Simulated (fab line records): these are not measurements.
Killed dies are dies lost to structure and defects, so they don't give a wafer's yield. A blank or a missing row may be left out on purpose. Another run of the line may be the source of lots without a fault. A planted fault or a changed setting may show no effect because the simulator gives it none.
8D (eight disciplines) problem report, filled in by code + flow sky130 + the parts of the form that need people (team, actions taken, sign-off) are left out

1. PROBLEM STATEMENT
VIA3_HDPCVD_THK at SKY_VIA3_THK_MEAS_01 reads a mean of 1539 nm on 6 wafers of 2 lots; wafers without a fault read 1625 nm with a standard deviation of 15. That is -5.7 standard deviations from the usual mean.
Earliest sighting: wafer L213.2 on film-metro-01 at day 42 02:25. Wafers with a number at this step in the record: 33, from 11 lots. By rule, "out" or "out of limits" means more than 4 standard deviations away from the usual mean. The other wafers with a number count as sound.

2. WHAT IT IS, WHAT IT ISN'T
| question                    | is                           | is not                                                                                 |
|-----------------------------|------------------------------|----------------------------------------------------------------------------------------|
| which readings at this step | VIA3_HDPCVD_THK              | -                                                                                      |
| which lots                  | L213, L215                   | L202, L203, L208, L209, L212, L214, L220, L221, L225                                   |
| which wafers of those lots  | all that have a number       | -                                                                                      |
| read on which gauges        | film-metro-01, film-metro-03 | film-metro-02                                                                          |
| when                        | from day 42 02:25            | up to then (15 sound wafers); but 12 sound wafers of L214, L220, L221, L225 came after |

3. THE SUSPECTS, EACH WITH WHAT RULES IT OUT
Counting: a tool at a process step up to the reading stays a suspect if it ran every lot that is out and no sound lot after the first of them.
- the gauge at SKY_VIA3_THK_MEAS_01 is ruled out. Those wafers that are out were read across 2 gauges (film-metro-01, film-metro-03).
- plasma-asher-02 at SKY_CAPM_STRIP_14 (strips in O2/N2): ruled out as a lasting fault. Sound lots L221 ran on it after its first lot that is out, L213 (day 40 23:33).
- hdpcvd-01 at SKY_VIA3_HDPCVD_00 (deposits SiO2, target thk 1635 nm, time 272.5 s): ruled out as a lasting fault. Sound lots L225 ran on it after its first lot that is out, L213 (day 42 02:14).
Left after counting: nothing in the record.

4. THE CAUSE (what the simulator had put in)
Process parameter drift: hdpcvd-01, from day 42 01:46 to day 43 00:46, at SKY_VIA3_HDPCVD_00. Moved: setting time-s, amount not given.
Counting ruled it out, wrongly: the rule takes a fault to strike every lot that its tool runs from its start on, and this one did not.

5. SEQUENCE OF EFFECTS, ordered by route
Each row: a reading where the mean over the struck wafers with a number is more than 3 standard deviations away from the usual. Only readings for which the record gives a usual standard deviation are gone through. hours: the time from each lot's start at the first step in this table that gives one to its start at this step, as a median over the lots. sigmas: the change in usual standard deviations.
| hours | step                 | reading         | usual   | on struck wafers | change | sigmas |
|-------|----------------------|-----------------|---------|------------------|--------|--------|
| 0     | SKY_VIA3_HDPCVD_00   | run-length-s    | 300.3 s | 287.6            | -12.7  | -23    |
| 0     | SKY_VIA3_THK_MEAS_01 | VIA3_HDPCVD_THK | 1625 nm | 1539             | -86    | -5.7   |
The process steps in it:
- SKY_VIA3_HDPCVD_00: deposits SiO2, target thk 1635 nm, time 272.5 s.

6. HOW IT WOULD HAVE BEEN CAUGHT EARLIER
In this record the first reading out of limits at a measuring or inspecting step was taken at day 42 02:25, 1 hour after the fault began at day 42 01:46.
The tool's own readings at SKY_VIA3_HDPCVD_00 were out on every struck wafer that the step has a row for (run-length-s): an alarm limit on them would have fired on the first of those.
